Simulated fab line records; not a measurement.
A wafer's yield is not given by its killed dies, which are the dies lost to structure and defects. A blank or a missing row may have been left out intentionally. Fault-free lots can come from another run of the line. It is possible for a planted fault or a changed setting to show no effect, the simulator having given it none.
The tool behind it: which one? | flow sky130 | Sampling: 12 lots, 36 wafers, 4 of 708 route steps

## WHAT EACH GAUGE READ, for each wafer
SKY_POLY_GATE_THK_MEAS_21. Usual: for POLY_GATE_OXIDATION_THK the level is 3.98 nm and the standard deviation is 0.1.
lot  | measured     | on           | POLY_GATE_OXIDATION_THK (nm) | flag
L707 | day 16 02:49 | filmMetro-02 | 4.04 4.00 3.99               | 
L708 | day 16 05:25 | filmMetro-01 | 4.02 4.00 3.96               | 
L709 | day 16 17:14 | filmMetro-01 | 4.11 3.93 3.99               | 
L710 | day 16 19:59 | filmMetro-04 | 4.04 4.12 3.92               | 
L712 | day 17 13:53 | filmMetro-01 | 4.02 4.06 3.96               | 
L713 | day 17 21:22 | filmMetro-04 | 4.20 4.15 4.08               | 
L715 | day 19 09:54 | filmMetro-01 | 4.16 4.07 4.14               | 
L716 | day 19 09:54 | filmMetro-02 | 3.99 4.03 3.97               | 
L726 | day 22 15:46 | filmMetro-02 | 3.90 3.89 3.82               | 
L727 | day 22 23:28 | filmMetro-04 | 4.09 4.11 4.04               | 
L728 | day 23 13:28 | filmMetro-01 | 3.95 3.92 3.96               | 
L730 | day 24 06:33 | filmMetro-04 | 4.01 3.94 3.95               | 

SKY_LDD_LDN_OVL_MEAS_07. Usual: for LDD_LDN_OVL the level is 0.4 nm and the standard deviation is 1.6.
lot  | measured     | on         | LDD_LDN_OVL (nm) | flag
L707 | day 22 10:49 | overlay-02 | -1.1 -2.2 -0.8   | 
L708 | day 22 12:31 | overlay-01 | 2.7 2.7 2.5      | 
L709 | day 23 01:53 | overlay-01 | 1.8 -0.6 1.6     | 
L710 | day 23 05:11 | overlay-02 | 2.6 1.7 1.7      | 
L712 | day 23 23:43 | overlay-02 | -0.7 1.0 -1.4    | 
L713 | day 24 08:08 | overlay-02 | 2.6 1.1 1.2      | 
L715 | day 25 18:25 | overlay-02 | -0.3 -0.2 -1.9   | 
L716 | day 25 18:49 | overlay-01 | 0.3 -1.4 2.6     | 
L726 | day 28 23:40 | overlay-02 | 0.9 0.3 0.4      | 
L727 | day 29 06:31 | overlay-02 | 0.0 0.8 -1.7     | 
L728 | day 29 19:01 | overlay-02 | 3.9 0.7 4.2      | 
L730 | day 30 10:46 | overlay-02 | -0.9 -0.6 -1.6   | 

## TOOL THAT RAN EACH LOT (tool first, then ch and the chambers of the sampled wafers, then the start)
lot  | SKY_VT_ADJUST_HVTR_STRIP_10         | SKY_GATE_OXIDE_OXIDATION_16
L707 | plasmaAsher-03 ch 0,1, day 9 13:29  | furnace-02 ch 0, day 13 14:53
L708 | plasmaAsher-04 ch 0,1, day 9 19:53  | furnace-02 ch 0, day 13 18:46
L709 | plasmaAsher-02 ch 0,1, day 10 03:39 | furnace-01 ch 0, day 14 03:52
L710 | plasmaAsher-04 ch 0,1, day 10 05:46 | furnace-02 ch 0, day 14 08:22
L712 | plasmaAsher-02 ch 0,1, day 10 18:56 | furnace-02 ch 0, day 14 23:10
L713 | plasmaAsher-02 ch 0,1, day 11 05:16 | furnace-01 ch 0, day 15 04:31
L715 | plasmaAsher-03 ch 0,1, day 12 07:37 | furnace-02 ch 0, day 16 11:55
L716 | plasmaAsher-04 ch 0,1, day 12 07:55 | furnace-02 ch 0, day 16 11:55
L726 | plasmaAsher-02 ch 0,1, day 14 15:55 | furnace-02 ch 0, day 19 20:52
L727 | plasmaAsher-04 ch 0,1, day 14 21:58 | furnace-01 ch 0, day 20 02:43
L728 | plasmaAsher-03 ch 0,1, day 15 09:47 | furnace-02 ch 0, day 20 17:01
L730 | plasmaAsher-04 ch 0,1, day 16 00:29 | furnace-02 ch 0, day 21 10:53
- SKY_VT_ADJUST_HVTR_STRIP_10: strips in O2/N2.
- SKY_GATE_OXIDE_OXIDATION_16: stabilise 600 s, purge 300 s, target thk 3.57 nm.

## AS READ BY THE TOOLS THEMSELVES (means over the sampled wafers that have a number; for cases with no such wafer, the mark the record gives instead)
SKY_VT_ADJUST_HVTR_STRIP_10. Usual: drypumpMotorCurrentA 5.8 A, standard deviation 0.34; oesProductAu 0.715 a.u., standard deviation 0.0048; stripTimeToEndpointS 14.21 s, standard deviation 0.043.
lot  | tool           | drypumpMotorCurrentA (A) | oesProductAu (a.u.) | stripTimeToEndpointS (s) | flag
L707 | plasmaAsher-03 | 6.1                      | 0.713               | 14.16                    | 
L708 | plasmaAsher-04 | 5.7                      | 0.716               | 14.18                    | 
L709 | plasmaAsher-02 | 5.7                      | 0.716               | 14.26                    | 
L710 | plasmaAsher-04 | 5.5                      | 0.715               | 14.14                    | 
L712 | plasmaAsher-02 | 5.7                      | 0.715               | 14.16                    | 
L713 | plasmaAsher-02 | 5.7                      | 0.716               | 14.20                    | 
L715 | plasmaAsher-03 | 6.1                      | 0.713               | 14.27                    | 
L716 | plasmaAsher-04 | 5.7                      | 0.716               | 14.23                    | 
L726 | plasmaAsher-02 | 5.7                      | 0.715               | 14.25                    | 
L727 | plasmaAsher-04 | 5.7                      | 0.717               | 14.23                    | 
L728 | plasmaAsher-03 | 6.1                      | 0.717               | 14.23                    | 
L730 | plasmaAsher-04 | 5.7                      | 0.719               | 14.18                    | 

SKY_GATE_OXIDE_OXIDATION_16. Usual: spikeTcBottomC 818.6 C (standard deviation 2); spikeTcCentreC 800.5 C (standard deviation 1.1); spikeTcLowerC 801.2 C (standard deviation 1.3); spikeTcTopC 810.6 C (standard deviation 0.95); spikeTcUpperC 800.3 C (standard deviation 1); tubeCenterTempC 800 C (standard deviation 0.07); tube_center_temp_C_max 802.1 (standard deviation 0.32).
lot  | tool       | spikeTcBottomC (C) | spikeTcCentreC (C) | spikeTcLowerC (C) | spikeTcTopC (C) | spikeTcUpperC (C) | tubeCenterTempC (C) | tube_center_temp_C_max | flag
L707 | furnace-02 | 819.5              | 800.8              | 801.7             | 811.1           | 801.9             | 800                 | 802.3                  | 
L708 | furnace-02 | 819.8              | 800.6              | 801.4             | 810.7           | 800.3             | 800                 | 802.1                  | 
L709 | furnace-01 | 816.8              | 798.1              | 799.9             | 811.0           | 799.5             | 800                 | 802.4                  | 
L710 | furnace-02 | 820.3              | 801.3              | 802.4             | 810.3           | 801.2             | 800                 | 801.9                  | 
L712 | furnace-02 | 820.5              | 801.1              | 801.7             | 810.7           | 801.2             | 800                 | 802.2                  | 
L713 | furnace-01 | 815.5              | 798.7              | 800.4             | 811.5           | 799.5             | 800                 | 801.9                  | 
L715 | furnace-02 | 811.5              | 793.0              | 793.5             | 803.3           | 792.1             | 792                 | 793.6                  | OFF
L716 | furnace-02 | 811.9              | 792.2              | 792.6             | 802.6           | 793.5             | 792                 | 793.9                  | OFF
L726 | furnace-02 | 819.8              | 800.8              | 800.4             | 811.0           | 800.0             | 800                 | 802.0                  | 
L727 | furnace-01 | 816.5              | 799.7              | 799.6             | 810.3           | 800.5             | 800                 | 802.1                  | 
L728 | furnace-02 | 820.2              | 800.5              | 802.7             | 810.5           | 800.1             | 800                 | 802.1                  | 
L730 | furnace-02 | 821.1              | 801.8              | 800.8             | 810.3           | 799.4             | 800                 | 802.1                  | 

## THE ANSWER, worked out from the rows above alone
Rule: lot off if the mean of its wafers having a number is beyond 3 standard deviations from the usual mean. A lot without any number at a reading at which 4 lots or more have one is off too. All remaining lots with rows at the step are treated as sound. After the gauges, taken in route order, come the tools' own readings; for these a lot's mean is taken, as printed above. At the first step where some lot is off, the reading lying furthest off is the one used; lots without a number count as furthest.
Off: L715, L716 (SKY_GATE_OXIDE_OXIDATION_16, tubeCenterTempC).
If a tool, at that step or one of the process steps before it, ran each lot that is off and ran no sound lot following the first of them, it fits. None of those tried fits.

## WHAT THE SIMULATOR HAD INSERTED
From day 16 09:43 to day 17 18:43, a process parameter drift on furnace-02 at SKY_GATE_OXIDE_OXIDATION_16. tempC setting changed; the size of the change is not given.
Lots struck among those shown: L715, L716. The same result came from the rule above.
